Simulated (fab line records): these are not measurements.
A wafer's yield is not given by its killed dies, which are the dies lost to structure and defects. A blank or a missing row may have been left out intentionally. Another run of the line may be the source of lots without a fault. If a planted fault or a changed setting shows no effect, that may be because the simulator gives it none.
2 desks looking at one fault -- flow sky130 -- every desk sees just its own numbers, and what lay behind them comes last

== METROLOGY DESK ==
Means of the sampled wafers that have a number, per lot and without regard to the tool the lot ran on: this is what the gauges read. The brackets show how far a lot's mean lies from the usual mean; more than 4 standard deviations puts the lot out of limits, marked OUT.
Columns: A = METAL1_ALCU_RS at SKY_METAL1_RS_MEAS_05, usual 0.1268 ohm/sq; B = METAL1_OVL at SKY_METAL1_OVL_MEAS_16, usual -5 nm
lot,first seen here,A,B
L997,day 33 02:25,0.1258,-1
L101,day 33 13:13,0.1252,1
L103,day 34 10:32,0.1253,-5
L105,day 34 18:16,0.1246,-2
L106,day 35 05:17,0.1281,-7
L107,day 35 07:19,0.1277,-4
L112,day 37 05:34,0.1255,-13
L114,day 38 01:24,0.1258,-12
L115,day 38 03:00,0.1290,1
L116,day 38 09:36,0.1281,-7
This desk found nothing out of limits on any of the 10 lots.

== DESK OF THE TOOL OWNER: rieMetal-03 ==
The tool's own readings at SKY_METAL1_METAL_ETCH_19 (etches the open film in Cl2/BCl3, stops on SiO2, target depth 360 nm, time 78 s): means of the sampled wafers that have a number, for each lot that ran on this tool. The brackets show how far a lot's mean lies from the usual mean; more than 4 standard deviations puts the lot out of limits, marked OUT.
Columns: A = chamberPressureMTorr at SKY_METAL1_METAL_ETCH_19, usual 9.999 mTorr; B = drypumpMotorCurrentA at SKY_METAL1_METAL_ETCH_19, usual 5.6 A; C = oesProductAu at SKY_METAL1_METAL_ETCH_19, usual 0.854 a.u.; D = throttleValvePct at SKY_METAL1_METAL_ETCH_19, usual 22.264 %
lot,first seen here,A,B,C,D
L997,day 34 04:00,9.998,5.4,0.860,22.270
L103,day 35 13:14,9.995,5.3,0.854,22.272
L105,day 35 21:19,9.995,5.0,0.825 (-5.0) OUT,22.266
L107,day 36 09:31,10.003,5.0,0.812 (-7.4) OUT,22.267
L114,day 39 02:40,9.997,5.3,0.857,22.272
This desk's finding: out of limits on L105, L107; first on L105, day 35 21:19 (oesProductAu at SKY_METAL1_METAL_ETCH_19). In limits: L997, L103, L114.

== PUT TOGETHER ==
At day 35 21:19, on L105, L107, the tool owner's desk was in a position to raise an alarm.
Metrology desk: nothing out of limits seen.
The metrology desk holds a record of L105, L107, inside its limits.
The lots listed all ran SKY_METAL1_METAL_ETCH_19 on rieMetal-03.

== WHAT WAS PUT IN BY THE SIMULATOR ==
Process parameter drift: rieMetal-03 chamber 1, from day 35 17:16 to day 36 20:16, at SKY_METAL1_METAL_ETCH_19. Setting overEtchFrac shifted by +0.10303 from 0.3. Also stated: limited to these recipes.
Lots struck among those shown: L105, L107.
Time in hours from fault onset to the first out-of-limits reading at each desk: the tool owner's desk, 4.
